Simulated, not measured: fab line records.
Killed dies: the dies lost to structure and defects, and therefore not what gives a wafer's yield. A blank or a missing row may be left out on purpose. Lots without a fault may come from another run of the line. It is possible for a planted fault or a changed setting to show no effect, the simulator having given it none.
What tool caused it? :: flow gf180mcu :: 32 wafers from 11 lots sampled at 7 of the route's 602 steps

WHAT EACH GAUGE READ, for each wafer
GF_V3_THK_MEAS_01. Usual: for V3_CVD_00_THK the level is 601 nm and the standard deviation is 6.7.
lot: L692
measured: day 21 17:37
on: film-metro-02
V3_CVD_00_THK (nm): 605 603 605
flag: 

lot: L694
measured: day 22 17:26
on: film-metro-03
V3_CVD_00_THK (nm): 604 595 601
flag: 

lot: L695
measured: day 23 00:29
on: film-metro-03
V3_CVD_00_THK (nm): 609 597 609
flag: 

lot: L696
measured: day 23 09:56
on: film-metro-03
V3_CVD_00_THK (nm): 602 599 603
flag: 

lot: L703
measured: day 25 20:02
on: film-metro-02
V3_CVD_00_THK (nm): 609 606 603
flag: 

lot: L704
measured: day 26 04:40
on: film-metro-04
V3_CVD_00_THK (nm): 606 608
flag: 

lot: L705
measured: day 26 13:43
on: film-metro-04
V3_CVD_00_THK (nm): 614 615 603
flag: 

lot: L707
measured: day 27 00:10
on: film-metro-02
V3_CVD_00_THK (nm): 591 603 594
flag: 

lot: L709
measured: day 27 11:06
on: film-metro-03
V3_CVD_00_THK (nm): 596 594 600
flag: 

lot: L710
measured: day 27 21:05
on: film-metro-04
V3_CVD_00_THK (nm): 582 591 597
flag: 

lot: L714
measured: day 28 20:58
on: film-metro-02
V3_CVD_00_THK (nm): 591 580 595
flag: 

GF_V3_RS_MEAS_24: measurement is done with a four-point probe. Usual: for V3_W_RS the level is 0.3271 ohm/sq and the standard deviation is 0.0028.
lot: L692
measured: day 22 18:24
on: film-metro-04
V3_W_RS (ohm/sq): 0.3255 0.3294 0.3306
flag: 

lot: L694
measured: day 23 17:47
on: film-metro-04
V3_W_RS (ohm/sq): 0.3265 0.3285 0.3266
flag: 

lot: L695
measured: day 24 00:57
on: film-metro-03
V3_W_RS (ohm/sq): 0.3231 0.3237 0.3232
flag: 

lot: L696
measured: day 24 09:45
on: film-metro-04
V3_W_RS (ohm/sq): 0.3307 0.3256 0.3282
flag: 

lot: L703
measured: day 26 18:04
on: film-metro-02
V3_W_RS (ohm/sq): 0.3252 0.3259 0.3260
flag: 

lot: L704
measured: day 27 02:59
on: film-metro-02
V3_W_RS (ohm/sq): 0.3283 0.4849 0.3286 0.4836
flag: OFF

lot: L705
measured: day 27 12:36
on: film-metro-02
V3_W_RS (ohm/sq): 0.3246 0.4797 0.3249 0.3237 0.4798 0.3254
flag: OFF

lot: L707
measured: day 27 22:25
on: film-metro-02
V3_W_RS (ohm/sq): 0.4789 0.4713 0.3238 0.4778 0.4726 0.3226
flag: OFF

lot: L709
measured: day 28 08:19
on: film-metro-04
V3_W_RS (ohm/sq): 0.3264 0.3290 0.3240
flag: 

lot: L710
measured: day 28 18:14
on: film-metro-02
V3_W_RS (ohm/sq): 0.3278 0.3302 0.3274
flag: 

lot: L714
measured: day 29 18:06
on: film-metro-03
V3_W_RS (ohm/sq): 0.3280 0.3284 0.3320
flag: 

GF_V3_THK_MEAS_25: measures by xrf. Usual: for V3_W_THK the level is 338 nm and the standard deviation is 3.5.
lot: L692
measured: day 22 18:31
on: film-metro-04
V3_W_THK (nm): 342 338 337
flag: 

lot: L694
measured: day 23 17:54
on: film-metro-04
V3_W_THK (nm): 341 337 340
flag: 

lot: L695
measured: day 24 01:04
on: film-metro-03
V3_W_THK (nm): 337 336 338
flag: 

lot: L696
measured: day 24 09:52
on: film-metro-04
V3_W_THK (nm): 338 342 339
flag: 

lot: L703
measured: day 26 18:11
on: film-metro-02
V3_W_THK (nm): 337 336 333
flag: 

lot: L704
measured: day 27 04:58
on: film-metro-02
V3_W_THK (nm): 335 230 334 230
flag: OFF

lot: L705
measured: day 28 00:11
on: film-metro-02
V3_W_THK (nm): 335 231 337 336 231 338
flag: OFF

lot: L707
measured: day 28 01:11
on: film-metro-02
V3_W_THK (nm): 232 235 338 232 235 340
flag: OFF

lot: L709
measured: day 28 08:26
on: film-metro-04
V3_W_THK (nm): 339 336 341
flag: 

lot: L710
measured: day 28 18:21
on: film-metro-02
V3_W_THK (nm): 335 331 332
flag: 

lot: L714
measured: day 29 18:13
on: film-metro-03
V3_W_THK (nm): 338 337 332
flag: 

GF_M4_RS_MEAS_05: measurement is done with a four-point probe. Usual: for M4_ALCU_RS the level is 0.0700 ohm/sq and the standard deviation is 0.00088.
lot: L692
measured: day 22 19:06
on: film-metro-01
M4_ALCU_RS (ohm/sq): 0.0716 0.0706 0.0705
flag: 

lot: L694
measured: day 23 18:29
on: film-metro-02
M4_ALCU_RS (ohm/sq): 0.0696 0.0691 0.0695
flag: 

lot: L695
measured: day 24 01:39
on: film-metro-02
M4_ALCU_RS (ohm/sq): 0.0700 0.0697 0.0704
flag: 

lot: L696
measured: day 24 10:27
on: film-metro-04
M4_ALCU_RS (ohm/sq): 0.0709 0.0710 0.0719
flag: 

lot: L703
measured: day 26 18:46
on: film-metro-02
M4_ALCU_RS (ohm/sq): 0.0693 0.0693 0.0700
flag: 

lot: L704
measured: day 27 07:53
on: film-metro-04
M4_ALCU_RS (ohm/sq): 0.0694 0.0691
flag: 

lot: L705
measured: day 28 07:14
on: film-metro-01
M4_ALCU_RS (ohm/sq): 0.0701 0.0701 0.0696
flag: 

lot: L707
measured: day 28 06:06
on: film-metro-01
M4_ALCU_RS (ohm/sq): 0.0702 0.0693 0.0711
flag: 

lot: L709
measured: day 28 09:01
on: film-metro-01
M4_ALCU_RS (ohm/sq): 0.0693 0.0694 0.0702
flag: 

lot: L710
measured: day 28 18:56
on: film-metro-02
M4_ALCU_RS (ohm/sq): 0.0715 0.0700 0.0698
flag: 

lot: L714
measured: day 29 18:49
on: film-metro-04
M4_ALCU_RS (ohm/sq): 0.0694 0.0698 0.0702
flag: 

WHICH TOOL RAN EACH LOT (tool, then ch and the chambers of the sampled wafers, then the start)
lot: L692
GF_V3_STRIP_18: plasma-asher-04 ch 0,1, day 22 17:15
GF_V3_CVD_23: cvd-w-02 ch 0,1, day 22 18:17
GF_V3_CMP_26: cmp-02 ch 1,3, day 22 18:38

lot: L694
GF_V3_STRIP_18: plasma-asher-02 ch 0,1, day 23 17:02
GF_V3_CVD_23: cvd-w-01 ch 0,1, day 23 17:40
GF_V3_CMP_26: cmp-01 ch 0,1,2, day 23 17:58

lot: L695
GF_V3_STRIP_18: plasma-asher-01 ch 0,1, day 24 00:12
GF_V3_CVD_23: cvd-w-02 ch 0,1, day 24 00:50
GF_V3_CMP_26: cmp-02 ch 0,3, day 24 01:08

lot: L696
GF_V3_STRIP_18: plasma-asher-04 ch 0,1, day 24 09:00
GF_V3_CVD_23: cvd-w-02 ch 0,1, day 24 09:38
GF_V3_CMP_26: cmp-02 ch 1,2,3, day 24 09:59

lot: L703
GF_V3_STRIP_18: plasma-asher-01 ch 0,1, day 26 17:18
GF_V3_CVD_23: cvd-w-02 ch 0,1, day 26 17:56
GF_V3_CMP_26: cmp-01 ch 0,1,2, day 26 18:17

lot: L704
GF_V3_STRIP_18: plasma-asher-04 ch 0,1, day 27 02:14
GF_V3_CVD_23: cvd-w-01 ch 0,1, day 27 02:52
GF_V3_CMP_26: cmp-01 ch 3, day 27 07:16

lot: L705
GF_V3_STRIP_18: plasma-asher-01 ch 0,1, day 27 11:51
GF_V3_CVD_23: cvd-w-01 ch 0,1, day 27 12:29
GF_V3_CMP_26: cmp-02 ch 0,1, day 28 06:43

lot: L707
GF_V3_STRIP_18: plasma-asher-04 ch 0,1, day 27 21:39
GF_V3_CVD_23: cvd-w-01 ch 0,1, day 27 22:17
GF_V3_CMP_26: cmp-01 ch 0,1,2, day 28 05:28

lot: L709
GF_V3_STRIP_18: plasma-asher-01 ch 0,1, day 28 07:34
GF_V3_CVD_23: cvd-w-02 ch 0,1, day 28 08:12
GF_V3_CMP_26: cmp-02 ch 0,1,3, day 28 08:32

lot: L710
GF_V3_STRIP_18: plasma-asher-01 ch 0,1, day 28 17:27
GF_V3_CVD_23: cvd-w-02 ch 0,1, day 28 18:07
GF_V3_CMP_26: cmp-01 ch 0,2,3, day 28 18:25

lot: L714
GF_V3_STRIP_18: plasma-asher-01 ch 0,1, day 29 17:20
GF_V3_CVD_23: cvd-w-02 ch 0,1, day 29 17:58
GF_V3_CMP_26: cmp-02 ch 0,1,2, day 29 18:17
- GF_V3_STRIP_18: strips in O2/N2.
- GF_V3_CVD_23: deposits W, target thk 350 nm, time 104.9 s.
- GF_V3_CMP_26: polishes, stops on SiO2, t overpolish 15 s, target thk 0 nm.

WHAT THE TOOLS THEMSELVES READ (means of the sampled wafers that have a number; where no wafer has one, the mark that the record gives instead)
GF_V3_STRIP_18. Usual: drypump-motor-current-A 5.8 A, standard deviation 0.41; heater-power-w 328 W, standard deviation 30; oes-product-au 0.593 a.u., standard deviation 0.0052.
lot: L692
tool: plasma-asher-04
drypump-motor-current-A (A): 6.2
heater-power-w (W): 297
oes-product-au (a.u.): 0.590
flag: 

lot: L694
tool: plasma-asher-02
drypump-motor-current-A (A): 5.7
heater-power-w (W): 333
oes-product-au (a.u.): 0.591
flag: 

lot: L695
tool: plasma-asher-01
drypump-motor-current-A (A): 5.4
heater-power-w (W): 336
oes-product-au (a.u.): 0.592
flag: 

lot: L696
tool: plasma-asher-04
drypump-motor-current-A (A): 5.9
heater-power-w (W): 317
oes-product-au (a.u.): 0.593
flag: 

lot: L703
tool: plasma-asher-01
drypump-motor-current-A (A): 5.7
heater-power-w (W): 340
oes-product-au (a.u.): 0.595
flag: 

lot: L704
tool: plasma-asher-04
drypump-motor-current-A (A): 6.1
heater-power-w (W): 311
oes-product-au (a.u.): 0.593
flag: 

lot: L705
tool: plasma-asher-01
drypump-motor-current-A (A): 5.7
heater-power-w (W): 335
oes-product-au (a.u.): 0.593
flag: 

lot: L707
tool: plasma-asher-04
drypump-motor-current-A (A): 6.2
heater-power-w (W): 301
oes-product-au (a.u.): 0.593
flag: 

lot: L709
tool: plasma-asher-01
drypump-motor-current-A (A): 5.7
heater-power-w (W): 342
oes-product-au (a.u.): 0.594
flag: 

lot: L710
tool: plasma-asher-01
drypump-motor-current-A (A): 5.5
heater-power-w (W): 329
oes-product-au (a.u.): 0.594
flag: 

lot: L714
tool: plasma-asher-01
drypump-motor-current-A (A): 5.4
heater-power-w (W): 331
oes-product-au (a.u.): 0.596
flag: 

GF_V3_CVD_23. Usual: heater-power-w 967 W, standard deviation 68.
lot: L692
tool: cvd-w-02
heater-power-w (W): 918
flag: 

lot: L694
tool: cvd-w-01
heater-power-w (W): 1046
flag: 

lot: L695
tool: cvd-w-02
heater-power-w (W): 928
flag: 

lot: L696
tool: cvd-w-02
heater-power-w (W): 932
flag: 

lot: L703
tool: cvd-w-02
heater-power-w (W): 930
flag: 

lot: L704
tool: cvd-w-01
heater-power-w (W): 1022
flag: 

lot: L705
tool: cvd-w-01
heater-power-w (W): 1022
flag: 

lot: L707
tool: cvd-w-01
heater-power-w (W): 1065
flag: 

lot: L709
tool: cvd-w-02
heater-power-w (W): 925
flag: 

lot: L710
tool: cvd-w-02
heater-power-w (W): 934
flag: 

lot: L714
tool: cvd-w-02
heater-power-w (W): 919
flag: 

GF_V3_CMP_26. Usual: motor-current-A 11.0 A, standard deviation 1; time-to-endpoint-s 85 s, standard deviation 3.7.
lot: L692
tool: cmp-02
motor-current-A (A): 12.2
time-to-endpoint-s (s): 90
flag: 

lot: L694
tool: cmp-01
motor-current-A (A): 10.9
time-to-endpoint-s (s): 85
flag: 

lot: L695
tool: cmp-02
motor-current-A (A): 10.8
time-to-endpoint-s (s): 89
flag: 

lot: L696
tool: cmp-02
motor-current-A (A): 11.3
time-to-endpoint-s (s): 84
flag: 

lot: L703
tool: cmp-01
motor-current-A (A): 10.7
time-to-endpoint-s (s): 85
flag: 

lot: L704
tool: cmp-01
motor-current-A (A): 12.3
time-to-endpoint-s (s): 70
flag: OFF

lot: L705
tool: cmp-02
motor-current-A (A): 10.5
time-to-endpoint-s (s): 78
flag: 

lot: L707
tool: cmp-01
motor-current-A (A): 10.6
time-to-endpoint-s (s): 65
flag: OFF

lot: L709
tool: cmp-02
motor-current-A (A): 11.3
time-to-endpoint-s (s): 90
flag: 

lot: L710
tool: cmp-01
motor-current-A (A): 11.5
time-to-endpoint-s (s): 86
flag: 

lot: L714
tool: cmp-02
motor-current-A (A): 11.0
time-to-endpoint-s (s): 79
flag: 

THE ANSWER, worked out from the rows above alone
Rule: a lot counts as off when the mean over its wafers that have a number is more than 3 standard deviations away from the usual mean. A lot without any number at a reading at which 4 lots or more have one is off too. Any other lot the step has rows for is counted as sound. Order of review: gauges by route order, followed by the tools' own readings, for which a lot's mean as printed above is used. At the first step where some lot is off, the reading lying furthest off is the one used; lots without a number count as furthest.
Off: L704, L705, L707, seen at GF_V3_RS_MEAS_24 (V3_W_RS).
A tool fits if, at a process step before that reading, it ran every lot that is off, and no sound lot after the first of them. Gauges at GF_V3_RS_MEAS_24: tried the same way as those tools. One fits: GF_V3_CVD_23 on cvd-w-01. Its last sound lot is L694 (day 23 17:40), its first lot that is off L704 (day 27 02:52): a fault that began between those two fits.

WHAT THE SIMULATOR PUT IN
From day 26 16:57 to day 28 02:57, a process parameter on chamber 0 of cvd-w-01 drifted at GF_V3_CVD_23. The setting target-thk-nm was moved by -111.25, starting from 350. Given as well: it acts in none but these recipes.
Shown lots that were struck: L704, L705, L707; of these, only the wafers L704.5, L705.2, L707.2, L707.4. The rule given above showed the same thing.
